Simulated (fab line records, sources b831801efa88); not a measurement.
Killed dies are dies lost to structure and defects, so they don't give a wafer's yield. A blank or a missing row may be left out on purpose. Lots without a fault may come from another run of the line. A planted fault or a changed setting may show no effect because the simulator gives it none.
fab line records | flow sky130
record lots=6 wafers=18 last_day=50
route steps=708 shown LDD_N@249 LDD_P@255 PAD_OPEN@708
lots that met no fault: from a run of the same line without faults
start_h: hours from the record's first day to the start of the lot's first wafer shown | wait_h: hours since the lot's step before | " the same as in the row above | L1.1+2: a row that stands for several wafers | - no value, or no start given | * or withheld: withheld | < > ~ a bound
route shown NAME@n: a module of which the file shows steps, and the number in the route of the first | usual: mean/standard deviation of fault-free wafers | same: alike in all rows | chamber/n: place in a boat | sites: the reading at each site | _std_site: their standard deviation | _edge_site: outer sites' mean less inner sites' | radius_mm: how far each site lies from the wafer's centre | mask NAME#n: copy n | behind: the tool/chamber that last shaped the wafer | hold: why the lot was held/for how many hours/how that ended | device: the transistor (n, p or np) that didn't switch | end of line: the same wafers' tests at the end of the route | a step without rows: its recipe alone | killed: dies lost to structure and defects at the first sort, not the wafer's yield | map: a wafer's dies, x killed, . not, _ none there
set.NAME: the setting as run; set.NAME@STEP: as run at that earlier step | model.NAME: the simulator's own value behind a step, which no gauge read
lots at some steps of the route; a table a step, a row a wafer
services: from which hour (start_h, from the record's first day; less than 0 if before it) a tool's chamber was out of use, for how many hours, and why
## steps
# step SKY_LDD_N_IMPLANT_12
# recipe species=BF2 energy_kev=50 dose_cm2=5e+12 tilt_deg=30 rotation_deg=0
# step SKY_LDD_N_IMPLANT_13
# recipe species=BF2 energy_kev=50 dose_cm2=5e+12 tilt_deg=30 rotation_deg=90
# step SKY_LDD_N_IMPLANT_14
# recipe species=BF2 energy_kev=50 dose_cm2=5e+12 tilt_deg=30 rotation_deg=180
# step SKY_LDD_N_IMPLANT_15
# recipe species=BF2 energy_kev=50 dose_cm2=5e+12 tilt_deg=30 rotation_deg=270
# step SKY_LDD_N_STRIP_16
# recipe chemistry=O2/N2 power_w=1400 pressure_mtorr=1500 platen_temp_c=withheld o2_flow_sccm=3000 n2_flow_sccm=300 overash_fraction=0.5
# usual drypump_motor_current_A=5.6/0.5 o2_flow_sccm=3001/9.3 oes_product_au=0.406/0.0048 strip_time_to_endpoint_s=4.322/0.013
# columns lot.wafer tool chamber start_h wait_h drypump_motor_current_A o2_flow_sccm oes_product_au rf_hours_counter_h strip_time_to_endpoint_s
L130.2 plasma_asher-02 0 466.45 0.1 5.1 3005 0.402 36 4.330
L130.3 " 1 " " 5.5 2992 0.408 - 4.317
L130.5 " 0 " " 5.0 3011 0.407 - 4.329
L132.1 plasma_asher-02 0 471.75 0.1 5.0 2995 0.401 37 4.331
L132.5 " 1 " " 5.5 2990 0.398 - 4.343
L132.6 " 0 " " 5.0 3011 0.411 - 4.325
L134.1 plasma_asher-02 0 475.69 0.1 5.0 3007 0.412 37 4.319
L134.3 " 0 " " 5.0 2997 0.409 - 4.330
L134.6 " 0 " " 5.0 3013 0.412 - 4.308
L142.2 plasma_asher-03 0 540.64 0.1 5.8 3004 0.407 85 4.310
L142.3 " 0 " " 5.8 3014 0.416 - 4.309
L142.6 " 1 " " 6.5 3006 0.406 - 4.302
L146.1 plasma_asher-03 0 568.79 0.1 5.8 3010 0.405 88 4.319
L146.2 " 1 " " 6.5 2994 0.411 88 4.315
L146.6 " 1 " " 6.5 3003 0.406 - 4.316
L149.2 plasma_asher-03 1 591.69 0.1 6.5 3002 0.404 91 4.352
L149.5 " 1 " " 6.5 2990 0.403 - 4.315
L149.6 " 0 " " 5.8 3001 0.397 - 4.331
# step SKY_LDD_N_TW_MEAS_17
# usual LDD_N_TW=2570/24
# columns lot.wafer tool chamber start_h wait_h LDD_N_TW
L130.2 film_metro-04 - 466.56 0.1 2587
L130.3 " - " " 2576
L130.5 " - " " 2583
L132.1 film_metro-02 - 471.85 0.1 2569
L132.5 " - " " 2559
L132.6 " - " " 2555
L134.1 film_metro-03 - 475.79 0.1 2604
L134.3 " - " " 2602
L134.6 " - " " 2593
L142.2 film_metro-04 - 540.75 0.1 2586
L142.3 " - " " 2578
L142.6 " - " " 2582
L146.1 film_metro-02 - 568.89 0.1 2552
L146.2 " - " " 2552
L146.6 " - " " 2542
L149.2 film_metro-04 - 591.80 0.1 2576
L149.5 " - " " 2564
L149.6 " - " " 2560
# step SKY_LDD_P_DEHYDRATE_00
# recipe temp_c=200 time_s=60
# step SKY_LDD_P_HMDS_01
# recipe prime_time_s=60 prime_temp_c=120
# step SKY_LDD_P_COAT_02
# recipe resist=NOVOLAK spin_rpm=3000 resist_thk_nm=1140
# step SKY_LDD_P_SOFTBAKE_03
# recipe temp_c=90 time_s=60 resist=NOVOLAK
# step SKY_LDD_P_EXPOSE_04
# recipe mask_id=PSDM na=0.6 source_shape=conventional sigma_outer=0.6 polarization=unpolarized target_cd_nm=380 dose_mj=138
# step SKY_LDD_P_PEB_05
# recipe temp_c=withheld time_s=* resist=NOVOLAK
# step SKY_LDD_P_DEVELOP_06
# recipe resist=NOVOLAK developer=TMAH develop_time_s=60 dev_temp_c=23
# usual developer_temp_C=23.02/0.11
# columns lot.wafer tool chamber start_h wait_h developer_temp_C
L130.2 litho_track-01 0 492.19 0.1 22.91
L130.3 " 0 " " 22.84
L130.5 " 0 " " 22.87
L132.1 litho_track-01 0 497.67 0.1 22.09
L132.5 " 0 " " 22.04
L132.6 " 0 " " 21.81
L134.1 litho_track-01 0 505.82 0.1 22.06
L134.3 " 0 " " 22.15
L134.6 " 0 " " 22.05
L142.2 litho_track-02 0 569.95 0.1 23.13
L142.3 " 0 " " 23.08
L142.6 " 0 " " 22.87
L146.1 litho_track-04 0 597.71 0.1 23.11
L146.2 " 0 " " 23.09
L146.6 " 0 " " 23.01
L149.2 litho_track-02 0 620.60 0.1 22.98
L149.5 " 0 " " 23.09
L149.6 " 0 " " 23.02
# step SKY_LDD_P_CD_MEAS_07
# recipe target_cd_nm=380
# usual cd_nm=379.4/2.5
# columns lot.wafer tool chamber start_h wait_h cd_nm
L130.2 cd_sem-02 - 492.34 0.1 377.0
L130.3 " - " " 380.7
L130.5 " - " " 378.5
L132.1 cd_sem-01 - 497.82 0.1 382.1
L132.5 " - " " 382.4
L132.6 " - " " 380.2
L134.1 cd_sem-01 - 505.97 0.1 382.9
L134.3 " - " " 382.7
L134.6 " - " " 382.1
L142.2 cd_sem-01 - 570.10 0.1 380.5
L142.3 " - " " 379.4
L142.6 " - " " 378.9
L146.1 cd_sem-02 - 597.86 0.1 374.8
L146.2 " - " " 376.4
L146.6 " - " " 377.6
L149.2 cd_sem-02 - 620.75 0.1 377.3
L149.5 " - " " 379.2
L149.6 " - " " 384.1
# step SKY_PAD_OPEN_PROBE_99
# usual defect_limited_yield=82.8/1.9 killed_at_M0_to_M3=43/7.5 killed_at_M4_up=2.8/1.8 killed_at_contacts=24/5.3 killed_at_front_end=14/4.2 killed_at_other=0.3/0.54 killed_dies=84/9.4 killed_on_rim=16/3.3 killed_open=46/7.1 killed_short=38/6.6 sort_bin_3_pad_short=0.8/0.42 sort_bin_5_function=10.1/1.4 sort_bin_6_memory=6.2/1.1 sort_n_pass=408/9.4 sort_yield_pct=82.8/1.9
# same gross_dies=492 killed_at_back_side=0 sort_bin_4_leakage[%]=0 sort_bin_8_speed[%]=0
# columns lot.wafer tool chamber start_h wait_h defect_limited_yield[%] killed_at_M0_to_M3 killed_at_M4_up killed_at_contacts killed_at_front_end killed_at_other killed_dies killed_on_rim killed_open killed_short sort_bin_3_pad_short[%] sort_bin_5_function[%] sort_bin_6_memory[%] sort_n_pass sort_yield_pct[%]
L130.2 prober-01 - 1119.01 0.1 86.4 30 5 23 9 0 67 17 30 37 0.6 6.3 6.7 425 86.4
L130.3 prober-01 - 1119.06 0.2 83.1 57 1 17 8 0 83 21 49 34 0.8 9.6 6.5 409 83.1
L130.5 prober-01 - 1119.16 0.2 80.7 40 6 31 17 1 95 24 45 50 0.4 12.6 6.3 397 80.7
L142.2 prober-01 - 1166.08 0.1 84.6 50 2 17 7 0 76 17 44 31 0.6 7.5 7.3 416 84.6
L142.3 prober-01 - 1166.13 0.2 81.9 45 2 25 17 0 89 19 38 51 0.8 12.0 5.3 403 81.9
L142.6 prober-01 - 1166.28 0.2 85.0 43 1 23 6 1 74 14 41 32 1.2 8.1 5.7 418 85.0
L146.1 prober-02 - 1180.93 0.1 84.3 40 3 18 15 1 77 12 44 33 0.6 7.7 7.3 415 84.3
L146.2 prober-02 - 1180.98 0.1 84.1 32 2 26 18 0 78 15 40 38 0.6 9.8 5.5 414 84.1
L146.6 prober-02 - 1181.18 0.2 82.1 52 5 24 7 0 88 16 51 37 1.2 11.8 4.9 404 82.1
L149.2 prober-01 - 1194.27 0.1 82.1 42 3 28 15 0 88 23 58 30 0.2 12.4 5.3 404 82.1
L149.5 prober-01 - 1194.42 0.2 83.3 42 7 23 10 0 82 17 41 41 0.6 9.8 6.3 410 83.3
L149.6 prober-01 - 1194.47 0.2 82.5 42 4 22 18 0 86 13 47 38 1.0 10.8 5.7 406 82.5
# killed by level:class
L130.2 CONTACT:geometric_particle:open=11 VIA3:geometric_particle:open=5 METAL4:geometric_particle:short=5 POLY_GATE:geometric_particle:short=4 CONTACT:geometric_particle:short=4 VIA3:geometric_particle:short=4 METAL2:geometric_particle:short=4 FIELD_ISO:geometric_particle:short=3
L130.3 VIA1:geometric_particle:open=11 VIA2:geometric_particle:open=11 METAL2:geometric_particle:short=8 METAL1:geometric_particle:short=8 VIA3:geometric_particle:open=8 LI_CONTACT:geometric_particle:open=5 CONTACT:geometric_particle:open=4 CONTACT:geometric_particle:short=4
L130.5 CONTACT:geometric_particle:short=10 VIA1:geometric_particle:open=10 LI_CONTACT:geometric_particle:open=8 CONTACT:geometric_particle:open=8 METAL1:geometric_particle:short=7 VIA1:geometric_particle:short=5 VIA2:geometric_particle:open=5 FIELD_ISO:geometric_particle:short=4
L142.2 VIA1:geometric_particle:open=16 VIA2:geometric_particle:open=8 LOCAL_INTERCONNECT:geometric_particle:short=6 METAL1:geometric_particle:short=6 VIA3:geometric_particle:open=6 CONTACT:geometric_particle:open=4 VIA1:geometric_particle:short=4 LI_CONTACT:geometric_particle:open=3
L142.3 VIA1:geometric_particle:open=10 CONTACT:geometric_particle:open=7 VIA1:geometric_particle:short=7 FIELD_ISO:geometric_particle:short=6 METAL1:geometric_particle:short=6 CONTACT:geometric_particle:short=6 LI_CONTACT:geometric_particle:open=5 METAL2:geometric_particle:short=5
L142.6 CONTACT:geometric_particle:open=13 VIA1:geometric_particle:open=8 VIA3:geometric_particle:open=7 VIA1:geometric_particle:short=6 VIA2:geometric_particle:open=6 METAL1:geometric_particle:short=5 LI_CONTACT:geometric_particle:open=5 CONTACT:geometric_particle:short=4
L146.1 VIA1:geometric_particle:open=9 VIA2:geometric_particle:open=9 CONTACT:geometric_particle:open=7 VIA3:geometric_particle:open=6 FIELD_ISO:geometric_particle:open=4 FIELD_ISO:geometric_particle:short=4 POLY_GATE:geometric_particle:short=4 LI_CONTACT:geometric_particle:open=4
L146.2 LOCAL_INTERCONNECT:geometric_particle:short=7 CONTACT:geometric_particle:open=7 VIA2:geometric_particle:open=7 LI_CONTACT:geometric_particle:open=5 VIA1:geometric_particle:short=5 VIA1:geometric_particle:open=5 METAL2:geometric_particle:short=5 FIELD_ISO:geometric_particle:open=4
L146.6 VIA2:geometric_particle:open=9 CONTACT:geometric_particle:open=9 METAL1:geometric_particle:short=9 VIA1:geometric_particle:open=7 LI_CONTACT:geometric_particle:open=6 VIA3:geometric_particle:open=6 METAL2:geometric_particle:short=6 FIELD_ISO:geometric_particle:open=5
L149.2 LI_CONTACT:geometric_particle:open=13 CONTACT:geometric_particle:open=10 VIA1:geometric_particle:open=9 VIA1:geometric_particle:short=9 POLY_GATE:geometric_particle:open=7 VIA2:geometric_particle:open=5 VIA3:geometric_particle:open=4 METAL2:geometric_particle:short=4
L149.5 VIA1:geometric_particle:open=8 CONTACT:geometric_particle:open=8 VIA2:geometric_particle:open=7 CONTACT:geometric_particle:short=6 VIA1:geometric_particle:short=6 FIELD_ISO:geometric_particle:open=5 METAL2:geometric_particle:short=5 VIA3:geometric_particle:short=5
L149.6 VIA1:geometric_particle:open=9 VIA2:geometric_particle:open=8 CONTACT:geometric_particle:open=7 FIELD_ISO:geometric_particle:short=6 LI_CONTACT:geometric_particle:open=6 VIA1:geometric_particle:short=6 VIA3:geometric_particle:open=6 FIELD_ISO:geometric_particle:open=4
## services
# columns tool chamber start_h hours kind
plasma_asher-03 - 447.73 7.3 repair
plasma_asher-02 - 455.12 2.0 repair
plasma_asher-03 - 533.54 4.5 repair
litho_track-04 - 541.93 - consumable_replace:filter
plasma_asher-03 - 575.71 2.8 pm
plasma_asher-03 - 587.50 3.2 repair
plasma_asher-02 - 595.22 2.8 pm
## key
first_sign step=SKY_LDD_P_DEVELOP_06 reading=developer_temp_C direction=down sigmas=9.3 usual=* struck=*
effect none on later readings
met_at SKY_LDD_P_DEVELOP_06
struck_wafers L132.1,L132.5,L132.6,L134.1,L134.3,L134.6
rows_end L132.1,L132.5,L132.6,L134.1,L134.3,L134.6
onset_between 492.19 497.67
fault kind=process_parameter_drift tool=litho_track-01 chamber=- onset_h=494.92 steps=SKY_LDD_P_DEVELOP_06 channel=dev_temp_c offset=* shape=step end_h=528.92 acts_in=* stated=*
# rows_end: these wafers met a further fault down the route, and their rows from its step on are left out
